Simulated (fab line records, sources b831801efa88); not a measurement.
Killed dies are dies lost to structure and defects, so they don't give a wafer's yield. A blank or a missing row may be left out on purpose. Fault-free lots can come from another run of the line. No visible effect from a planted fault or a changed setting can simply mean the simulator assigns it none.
Chamber matching    flow sky130    3 sister chambers for SKY_PASSIVATION_CVD_02 on pecvd-03
The step deposits Si3N4, target thk 540 nm. 3 wafers are shown with their chamber, then 8 later ones without.

== WAFERS, EACH WITH ITS CHAMBER ==
wafer   chamber  heater_power_w (W)
L473.2  1        914
L473.6  2        797
L474.3  0        767

== WAFERS MISSING THEIR CHAMBER ==
wafer   heater_power_w (W)
L474.5  807
L474.6  777
L476.3  862
L476.4  698
L476.6  916
L484.2  808
L484.5  858
L484.6  905

== CHAMBER TAKEN BY EACH ==
wafer    from the rows above            in truth
L474.5   can't be placed: 2 or 0        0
L474.6   can't be placed: 0 or 2        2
L476.3   can't be placed: 1 or 2 or 0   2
L476.4   can't be placed: 0 or 2        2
L476.6   1                              1
L484.2   can't be placed: 2 or 0        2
L484.5   can't be placed: 1 or 2 or 0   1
L484.6   1                              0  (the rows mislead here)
Correct placement for 1 of the 8. Cannot be placed on the basis of these rows: 6; the candidates contain the true chamber in 6. Number placed wrongly: 1.
How it was worked out, from the rows above alone: a wafer's distance from a chamber is the root of the sum, over the readings, of the square of ((its reading less the chamber's mean) divided by the reading's scatter). The wafer belongs to the nearest chamber; if the next one is less than 2 further off, it can't be placed. Each chamber's mean is taken over the wafers shown for it. The scatter: with one shown wafer a chamber, the root of the mean of the squares of how far each hidden wafer lies from its nearest shown one.
